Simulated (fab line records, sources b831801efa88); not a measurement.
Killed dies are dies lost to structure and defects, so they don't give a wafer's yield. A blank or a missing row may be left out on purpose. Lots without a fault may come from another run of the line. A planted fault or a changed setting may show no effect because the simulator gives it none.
Which tool did it? | flow gf180mcu | 6 lots, 18 wafers sampled, at 2 steps of a route of 602

WHAT THE GAUGES READ, wafer by wafer
GF_STI_CD_MEAS_12: target cd 220 nm.
lot  | measured    | on        | cd_nm (nm)
L220 | day 2 17:01 | cd_sem-02 | 219.9 219.6 220.6
L223 | day 3 08:02 | cd_sem-01 | 220.3 221.1 219.5
L226 | day 4 00:22 | cd_sem-01 | 221.3 221.5 222.0
L230 | day 4 20:11 | cd_sem-01 | 218.7 218.7 217.6
L232 | day 5 05:49 | cd_sem-01 | 221.7 220.0 221.5
L238 | day 6 13:13 | cd_sem-01 | 237.1 236.9 237.5 236.8 236.9 237.8

WHICH TOOL RAN EACH LOT (tool, then ch and the chambers of the sampled wafers, then the start)
lot  | GF_STI_EXPOSE_09
L220 | krf_scanner-02 ch 0, day 2 10:34
L223 | krf_scanner-01 ch 0, day 3 01:55
L226 | krf_scanner-02 ch 0, day 3 17:38
L230 | krf_scanner-01 ch 0, day 4 13:51
L232 | krf_scanner-01 ch 0, day 4 22:52
L238 | krf_scanner-02 ch 0, day 6 06:01
- GF_STI_EXPOSE_09: exposes mask COMP, target cd 220 nm.

THE ANSWER, worked out from the rows above alone
Rule: what is usual is taken from the lots themselves. Put in order of their means at a reading, lots are off if they are a third of the lots or fewer, leave a main group of 4 or more, and stand apart from it by a gap of 3 or more times the standard deviation of the main group's means; of several such gaps the widest counts. A main group whose means are all the same, to the digits that the tables above print for the reading, isn't used. A lot without any number at a reading at which 4 lots or more have one is off too. The other lots that the step has rows for count as sound.
Off: L238, at GF_STI_CD_MEAS_12 (cd_nm). The main group: mean 220.3 nm, standard deviation 1.1.
A tool fits if, at a process step before that reading, it ran every lot that is off, and no sound lot after the first of them. The gauges at GF_STI_CD_MEAS_12 are tried like those tools. Can't be told from this: 2 tools fit, krf_scanner-02 at GF_STI_EXPOSE_09, cd_sem-01 at GF_STI_CD_MEAS_12.

WHAT THE SIMULATOR HAD PUT IN
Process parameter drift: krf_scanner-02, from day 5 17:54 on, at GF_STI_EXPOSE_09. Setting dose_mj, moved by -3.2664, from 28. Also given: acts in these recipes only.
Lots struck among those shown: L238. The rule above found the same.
